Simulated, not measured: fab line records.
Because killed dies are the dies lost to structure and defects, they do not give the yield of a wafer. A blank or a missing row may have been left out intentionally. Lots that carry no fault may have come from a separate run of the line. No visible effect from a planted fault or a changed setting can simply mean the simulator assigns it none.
Which of the tools did it? | flow sky130 | 72 wafers sampled from 24 lots at 1 step of a route of 708

WHAT EACH GAUGE READ, for each wafer
SKY_VIA2_CD_MEAS_12: the cd target is 200 nm.
lot  | measured     | on        | cd nm (nm)
L074 | day 37 01:53 | cd sem-02 | 200.6 200.4 199.3
L075 | day 37 10:57 | cd sem-02 | 197.9 199.0 199.3
L076 | day 37 22:20 | cd sem-01 | 198.3 198.4 199.7
L077 | day 37 22:38 | cd sem-01 | 199.5 198.2 198.6
L078 | day 38 03:01 | cd sem-02 | 200.3 200.2 200.7
L079 | day 38 04:34 | cd sem-02 | 200.3 202.0 201.9
L080 | day 38 15:57 | cd sem-01 | 199.1 199.6 198.9
L081 | day 38 19:40 | cd sem-01 | 199.4 200.6 200.0
L082 | day 39 07:26 | cd sem-02 | 201.6 200.6 201.3
L083 | day 39 11:41 | cd sem-01 | 200.9 201.2 201.3
L084 | day 39 18:23 | cd sem-01 | 198.4 198.7 198.6
L085 | day 39 21:47 | cd sem-02 | 200.8 199.6 200.5
L086 | day 40 00:53 | cd sem-01 | 199.1 199.0 199.5
L088 | day 40 17:20 | cd sem-01 | 197.4 196.7 197.9
L087 | day 40 18:29 | cd sem-02 | 197.8 198.5 198.3
L089 | day 41 01:40 | cd sem-01 | 201.2 200.0 200.4
L091 | day 41 10:59 | cd sem-02 | 200.7 200.8 202.3
L090 | day 41 12:23 | cd sem-02 | 200.6 201.4 199.9
L092 | day 41 18:05 | cd sem-02 | 199.6 199.6 199.9
L093 | day 42 04:28 | cd sem-01 | 201.2 200.5 199.6
L094 | day 42 07:18 | cd sem-02 | 199.6 199.4 199.4
L095 | day 42 21:46 | cd sem-02 | 199.8 199.7 200.8
L096 | day 42 23:59 | cd sem-01 | 200.3 198.7 197.7
L097 | day 43 04:08 | cd sem-01 | 201.0 199.8 201.2

EACH LOT AND THE TOOL THAT RAN IT (in order: tool; ch and the chambers of the sampled wafers; start)
No process step before these readings appears in the record.

WHAT THE TOOLS THEMSELVES READ (means of the sampled wafers that have a number; where no wafer has one, the mark that the record gives instead)
The record holds no such reading with a usual standard deviation.

THE ANSWER, worked out from the rows above alone
Rule: the usual values come from the lots themselves. The widest of any qualifying gaps counts: lots, ordered by their means at a reading, are off when they make up no more than a third of the lots, leave a main group of 4 or more, and stand apart from it by 3 or more times the standard deviation of that group's means. A main group is skipped when, at the precision printed for the reading in the tables above, its means are all equal. A lot without any number at a reading at which 4 lots or more have one is off too. Where the step has rows for the other lots, those lots are counted as sound. Order of review: gauges by route order, followed by the tools' own readings, for which a lot's mean as printed above is used. The first step at which some lot is off is used, and at that step the reading that is off furthest; a lot without a number counts as furthest.
Nothing can be told from this: no lot is off at any reading shown.

WHAT THE SIMULATOR PUT IN
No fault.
